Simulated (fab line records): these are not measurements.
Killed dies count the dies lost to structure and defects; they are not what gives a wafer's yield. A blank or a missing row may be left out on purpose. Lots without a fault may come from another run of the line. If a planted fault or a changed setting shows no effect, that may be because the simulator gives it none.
Struck lot and sound lot, side by side + flow sky130 + 31 steps out of a route of 708
Sound: these wafers, L729.2, L729.3, L729.5. The struck wafers were L739.2, L739.3, L739.5. Last of all comes the cause.
Order at every step that has rows: each side's tool, ch and its chambers, its first start. Under that, the readings that differ: sound wafers + struck wafers + difference of the means + sigmas: that difference in standard deviations of wafers without a fault.
alike: words and numbers the same on both sides, and readings whose means are apart by under 2 such deviations; not compared: readings that were withheld, readings missing a value for some wafer, numbers with overlapping values and no deviation given by the record, and bounds like >300 which may hide the same value.
The two part at a step that has a row with sigmas, a row that says differs or no value, or rows on one side only. When numbers do not overlap yet have no deviation, they are printed without sigmas and do not part them. Lack of a reading on every wafer of one side parts them only where that side has two or more wafers.

SKY_LI_CONTACT_OVL_MEAS_13:
  sound: overlay-01 at day 32 10:52; struck: overlay-01 at day 35 08:26
| reading             | sound     | struck | difference | sigmas |
|---------------------|-----------|--------|------------|--------|
| LI_CONTACT_OVL (nm) | 3 -12 -12 | 0 8 5  | +11        | +2     |
then, 2 steps without rows for these wafers: SKY_LI_CONTACT_ETCH_14 (etches BARC in N2/H2, stops on SiO2, time 45.9 s, target depth 60 nm); SKY_LI_CONTACT_ETCH_15 (etches PSG in C4F8/O2/Ar, stops on Si, target depth 600 nm).
SKY_LI_CONTACT_STRIP_16: strips in O2/N2.
  sound on plasma-asher-04 ch 0, day 32 11:01; struck on plasma-asher-02 ch 0,1, day 35 08:35
  alike: chamber-pressure-mTorr, drypump-motor-current-A, oes-product-au, strip-time-to-endpoint-s
  not compared: rf-hours-counter-h
then, 3 steps without rows for these wafers: SKY_LI_CONTACT_CLEAN_17 (cleans in NMP, time 600 s); SKY_LI_CONTACT_PRE_CLEAN_18 (time 5.6 s); SKY_LI_CONTACT_SPUTTER_19 (material Ti, target thk 20 nm, time 106.37 s).
SKY_LI_CONTACT_SPUTTER_20: material TiN, target thk 20 nm, time 80 s.
  sound: pvd-sputter-04 at day 32 11:25; struck: pvd-sputter-02 at day 35 08:58
  alike: cathode-dc-power-W, throttle-valve-pct
then, 1 step without rows for these wafers: SKY_LI_CONTACT_CVD_21 (deposits W, target thk 400 nm, time 120.56 s).
SKY_LI_CONTACT_RS_MEAS_22: measurement is done with a four-point probe.
  sound: film-metro-03 at day 32 11:37; struck: film-metro-03 at day 35 09:10
  alike: LI_CONTACT_W_RS
SKY_LI_CONTACT_THK_MEAS_23: measures by xrf.
  sound: film-metro-03 at day 32 11:44; struck: film-metro-03 at day 35 09:17
  alike: LI_CONTACT_W_THK
SKY_LI_CONTACT_CMP_24: polishes, stops on PSG, t overpolish 20 s, target thk 0 nm.
  sound on cmp-01 ch 0,1,2, day 32 11:50; struck on cmp-01 ch 0,1,3, day 35 09:23
  alike: motor-current-A, overpolish-run-s, time-to-endpoint-s
SKY_LOCAL_INTERCONNECT_SPUTTER_00: material TiN, target thk 100 nm, time 83.3 s.
  sound: pvd-sputter-03 at day 32 12:05; struck: pvd-sputter-03 at day 35 09:38
| reading                | sound                | struck               | difference | sigmas      |
|------------------------|----------------------|----------------------|------------|-------------|
| cathode-dc-power-W (W) | 6499.4 6500.3 6499.0 | 6349.2 6349.0 6347.2 | -151.1     | -99 or more |
  alike: throttle-valve-pct
  not compared: model.TiN_of_LOCAL_INTERCONNECT_SPUTTER_00.thk-nm
SKY_LOCAL_INTERCONNECT_RS_MEAS_01: measurement is done with a four-point probe.
  sound: film-metro-01 at day 32 12:10; struck: film-metro-02 at day 35 09:43
  alike: LOCAL_INTERCONNECT_TIN_RS
SKY_LOCAL_INTERCONNECT_THK_MEAS_02: measures by xrf.
  sound: film-metro-01 at day 32 12:16; struck: film-metro-02 at day 35 09:49
  alike: LOCAL_INTERCONNECT_TIN_THK
then, 8 steps without rows for these wafers: SKY_LOCAL_INTERCONNECT_DEHYDRATE_03 (time 60 s); SKY_LOCAL_INTERCONNECT_HMDS_04 (prime time 60 s); SKY_LOCAL_INTERCONNECT_COAT_05 (resist thk 60 nm); SKY_LOCAL_INTERCONNECT_COAT_06 (resist thk 450 nm); SKY_LOCAL_INTERCONNECT_SOFTBAKE_07 (time 90 s); SKY_LOCAL_INTERCONNECT_EXPOSE_08 (exposes mask LI1M, target cd 170 nm); SKY_LOCAL_INTERCONNECT_PEB_09; SKY_LOCAL_INTERCONNECT_DEVELOP_10 (develop time 60 s).
SKY_LOCAL_INTERCONNECT_CD_MEAS_11: the cd target is 170 nm.
  sound: cd-sem-01 at day 33 15:22; struck: cd-sem-02 at day 36 12:15
| reading    | sound             | struck            | difference | sigmas |
|------------|-------------------|-------------------|------------|--------|
| cd-nm (nm) | 167.8 167.8 168.2 | 171.2 172.6 171.2 | +3.7       | +2     |
SKY_LOCAL_INTERCONNECT_OVL_MEAS_12:
  sound: overlay-01 at day 33 15:29; struck: overlay-01 at day 36 12:22
| reading                     | sound | struck   | difference | sigmas |
|-----------------------------|-------|----------|------------|--------|
| LOCAL_INTERCONNECT_OVL (nm) | 4 7 6 | -4 -7 -8 | -12        | -3     |
SKY_LOCAL_INTERCONNECT_ETCH_13: etches BARC in N2/H2, stops on SiO2, time 45.9 s, target depth 60 nm.
  sound on rie-metal-03 ch 0,1, day 33 15:31; struck on rie-metal-01 ch 0,1, day 36 12:23
  alike: chamber-pressure-mTorr, drypump-motor-current-A, oes-product-au, throttle-valve-pct
  not compared: rf-hours-counter-h
SKY_LOCAL_INTERCONNECT_METAL_ETCH_14: etches TiN in Cl2/BCl3, stops on PSG, target depth 110 nm, time 31.4 s.
  sound on rie-metal-03 ch 0,1, day 33 15:34; struck on rie-metal-01 ch 0,1, day 36 12:27
  alike: chamber-pressure-mTorr, drypump-motor-current-A, oes-product-au, throttle-valve-pct
  not compared: rf-hours-counter-h, model.etch.depth-nm, model.LOCAL_INTERCONNECT.feature-depth-nm
SKY_LOCAL_INTERCONNECT_STRIP_15: strips in O2/N2.
  sound on plasma-asher-04 ch 0,1, day 33 15:37; struck on plasma-asher-02 ch 0,1, day 36 12:30
| reading                     | sound          | struck         | difference | sigmas |
|-----------------------------|----------------|----------------|------------|--------|
| drypump-motor-current-A (A) | 5.14 5.57 5.16 | 5.72 5.74 5.99 | +0.53      | +2     |
  alike: chamber-pressure-mTorr, oes-product-au, strip-time-to-endpoint-s
  not compared: rf-hours-counter-h
SKY_LOCAL_INTERCONNECT_STRIP_16: strips in post etch residue remover, time 1200 s.
  sound on wet-bench-04 ch 1, day 33 15:43; struck on wet-bench-04 ch 0, day 36 12:36
  not compared: model.TiN_of_LOCAL_INTERCONNECT_SPUTTER_00.thk-nm
then, 1 step without rows for these wafers: SKY_LOCAL_INTERCONNECT_CLEAN_17 (cleans in IPA, time 180 s).
-- the record jumps here: 14 days lie between the struck wafers' starts before and after (it left off in module LOCAL_INTERCONNECT and takes up again in module PAD_OPEN, whose first step shown is number 708 of the route) --
SKY_PAD_OPEN_PROBE_99:
  sound: prober-01 at day 48 08:11; struck: prober-01 at day 50 04:08
  alike: killed_at_M0_to_M3, killed_at_M4_up, killed-at-contacts, killed-at-front-end, killed-at-other, killed-dies, killed-open, killed-short
  not compared: model.etest.res-li.rs-ohm-sq

## WHERE THEY PART
Last at SKY_LOCAL_INTERCONNECT_STRIP_15 as far as this record goes, first at SKY_LI_CONTACT_OVL_MEAS_13. Later steps at which nothing parts them and some readings are alike: SKY_PAD_OPEN_PROBE_99.

WHY: the cause the simulator had injected
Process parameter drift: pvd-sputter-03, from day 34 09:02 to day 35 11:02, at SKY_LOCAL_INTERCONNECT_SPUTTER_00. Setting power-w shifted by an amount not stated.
